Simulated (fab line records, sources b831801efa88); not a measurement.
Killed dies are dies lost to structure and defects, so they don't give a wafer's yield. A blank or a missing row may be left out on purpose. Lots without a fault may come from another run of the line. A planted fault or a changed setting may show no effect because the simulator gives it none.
Which tool did it? | flow sky130 | 15 lots, 45 wafers sampled, at 5 steps of a route of 708

WHAT THE GAUGES READ, wafer by wafer
SKY_LDD_P_TW_MEAS_11. Usual: LDD_P_TW 630, standard deviation 6.7.
lot  | measured     | on            | LDD_P_TW    | flag
L821 | day 19 20:14 | film_metro-01 | 629 632 630 |
L824 | day 21 00:02 | film_metro-04 | 626 628 629 |
L823 | day 21 00:20 | film_metro-01 | 628 629 628 |
L826 | day 21 12:45 | film_metro-02 | 639 638 638 |
L825 | day 21 14:19 | film_metro-01 | 627 627 629 |
L827 | day 21 23:04 | film_metro-02 | 637 641 639 |
L831 | day 23 05:48 | film_metro-04 | 630 632 633 |
L833 | day 23 14:53 | film_metro-04 | 637 634 631 |
L832 | day 23 17:13 | film_metro-01 | 625 624 626 |
L838 | day 25 17:38 | film_metro-02 | 640 640 641 |
L839 | day 26 01:54 | film_metro-04 | 633 628 629 |
L840 | day 26 05:09 | film_metro-01 | 619 617 621 |
L841 | day 26 21:12 | film_metro-01 | 624 625 621 |
L842 | day 26 23:35 | film_metro-04 | 628 631 629 |
L843 | day 27 04:03 | film_metro-01 | 616 617 619 |

SKY_LDD_HVP_TW_MEAS_10. Usual: LDD_HVP_TW 449, standard deviation 3.6.
lot  | measured     | on            | LDD_HVP_TW  | flag
L821 | day 22 09:41 | film_metro-04 | 455 454 453 |
L824 | day 23 13:11 | film_metro-01 | 450 450 449 |
L823 | day 23 14:04 | film_metro-01 | 448 450 448 |
L826 | day 24 00:44 | film_metro-03 | 451 447 448 |
L825 | day 24 01:38 | film_metro-01 | 445 443 442 |
L827 | day 24 11:59 | film_metro-04 | 452 454 452 |
L831 | day 25 16:55 | film_metro-01 | 29 29 29    | OFF
L833 | day 26 00:56 | film_metro-01 | 29 29 29    | OFF
L832 | day 26 04:04 | film_metro-04 | 30 30 30    | OFF
L838 | day 28 03:50 | film_metro-03 | 446 449 444 |
L839 | day 28 12:09 | film_metro-01 | 444 443 444 |
L840 | day 28 14:17 | film_metro-04 | 453 451 454 |
L841 | day 29 05:17 | film_metro-04 | 449 453 450 |
L842 | day 29 08:44 | film_metro-04 | 453 452 451 |
L843 | day 29 11:50 | film_metro-01 | 447 447 444 |

SKY_SPACER_THK_MEAS_01. Usual: SPACER_CVD_00_THK 43.3 nm, standard deviation 0.39.
lot  | measured     | on            | SPACER_CVD_00_THK (nm) | flag
L821 | day 23 17:47 | film_metro-04 | 42.4 42.7 42.6         |
L824 | day 24 22:13 | film_metro-04 | 42.7 42.2 42.7         |
L823 | day 24 22:14 | film_metro-01 | 42.9 43.2 43.2         |
L826 | day 25 08:02 | film_metro-04 | 43.1 43.4 42.8         |
L825 | day 25 10:37 | film_metro-02 | 43.4 43.2 43.1         |
L827 | day 25 19:01 | film_metro-04 | 43.3 43.0 43.4         |
L838 | day 29 09:36 | film_metro-01 | 43.6 43.5 43.8         |
L839 | day 29 17:58 | film_metro-04 | 43.8 43.5 43.8         |
L840 | day 29 19:41 | film_metro-04 | 43.7 43.5 43.4         |
L841 | day 30 11:38 | film_metro-04 | 43.4 43.3 43.4         |
L842 | day 30 15:14 | film_metro-01 | 43.2 43.0 42.7         |
L843 | day 30 17:59 | film_metro-02 | 43.5 43.4 43.2         |

SKY_SD_P_OVL_MEAS_08. Usual: SD_P_OVL 0.9 nm, standard deviation 1.3.
lot  | measured     | on         | SD_P_OVL (nm)  | flag
L821 | day 26 04:34 | overlay-02 | 0.9 1.5 0.4    |
L824 | day 27 08:05 | overlay-02 | 0.7 1.1 0.3    |
L823 | day 27 08:24 | overlay-02 | 0.9 1.7 1.6    |
L826 | day 27 18:53 | overlay-02 | 0.0 0.6 0.7    |
L825 | day 27 21:03 | overlay-02 | 0.6 0.0 -0.6   |
L827 | day 28 04:46 | overlay-01 | -0.6 -0.4 -0.4 |
L838 | day 31 16:47 | overlay-02 | 4.0 3.6 1.4    |
L839 | day 32 01:53 | overlay-01 | 0.4 1.4 2.5    |
L840 | day 32 03:04 | overlay-02 | 0.9 0.6 3.4    |
L841 | day 32 17:49 | overlay-01 | 1.1 0.9 -2.0   |
L842 | day 32 21:05 | overlay-02 | 0.6 0.3 -1.1   |
L843 | day 32 21:41 | overlay-02 | 1.0 2.6 1.1    |

WHICH TOOL RAN EACH LOT (tool, then ch and the chambers of the sampled wafers, then the start)
lot  | SKY_LDD_HVP_IMPLANT_08
L821 | implanter-03 ch 0, day 22 09:26
L824 | implanter-01 ch 0, day 23 12:56
L823 | implanter-01 ch 0, day 23 13:50
L826 | implanter-02 ch 0, day 24 00:29
L825 | implanter-01 ch 0, day 24 01:25
L827 | implanter-03 ch 0, day 24 11:46
L831 | implanter-03, day 25 16:40
L833 | implanter-03, day 26 00:41
L832 | implanter-01, day 26 03:52
L838 | implanter-01 ch 0, day 28 03:35
L839 | implanter-03 ch 0, day 28 11:56
L840 | implanter-02 ch 0, day 28 14:02
L841 | implanter-02 ch 0, day 29 05:02
L842 | implanter-01 ch 0, day 29 08:31
L843 | implanter-03 ch 0, day 29 11:35
- SKY_LDD_HVP_IMPLANT_08

WHAT THE TOOLS THEMSELVES READ (means of the sampled wafers that have a number; where no wafer has one, the mark that the record gives instead)
SKY_LDD_HVP_IMPLANT_08. Usual: beam_energy_keV 20.000, standard deviation 0.0062; beam_on_s 10.00 s, standard deviation 0.19.
lot  | tool         | beam_energy_keV | beam_on_s (s) | flag
L821 | implanter-03 | 19.999          | 9.98          |
L824 | implanter-01 | 19.991          | 9.96          |
L823 | implanter-01 | 19.996          | 10.06         |
L826 | implanter-02 | 19.996          | 10.29         |
L825 | implanter-01 | 20.009          | 9.95          |
L827 | implanter-03 | 20.003          | 10.11         |
L831 | implanter-03 | -               | -             | OFF
L833 | implanter-03 | -               | -             | OFF
L832 | implanter-01 | -               | -             | OFF
L838 | implanter-01 | 19.996          | 10.12         |
L839 | implanter-03 | 20.006          | 10.09         |
L840 | implanter-02 | 20.002          | 10.16         |
L841 | implanter-02 | 19.992          | 9.80          |
L842 | implanter-01 | 20.004          | 10.00         |
L843 | implanter-03 | 19.995          | 9.73          |

THE ANSWER, worked out from the rows above alone
Rule: a lot is off if the mean of its wafers that have a number lies more than 3 standard deviations from the usual mean. A lot without any number at a reading at which 4 lots or more have one is off too. The other lots that the step has rows for count as sound. The gauges are gone through in route order, then the tools' own readings, and for those a lot's mean is taken as printed above. The first step at which some lot is off is used, and at that step the reading that is off furthest; a lot without a number counts as furthest.
Off: L831, L833, L832, at SKY_LDD_HVP_TW_MEAS_10 (LDD_HVP_TW).
A tool fits if, at a process step before that reading, it ran every lot that is off, and no sound lot after the first of them. The gauges at SKY_LDD_HVP_TW_MEAS_10 aren't tried: what is off there is off at SKY_LDD_HVP_IMPLANT_08 too, on other tools, and a gauge's error can't cause that. None of those tried fits.

WHAT THE SIMULATOR HAD PUT IN
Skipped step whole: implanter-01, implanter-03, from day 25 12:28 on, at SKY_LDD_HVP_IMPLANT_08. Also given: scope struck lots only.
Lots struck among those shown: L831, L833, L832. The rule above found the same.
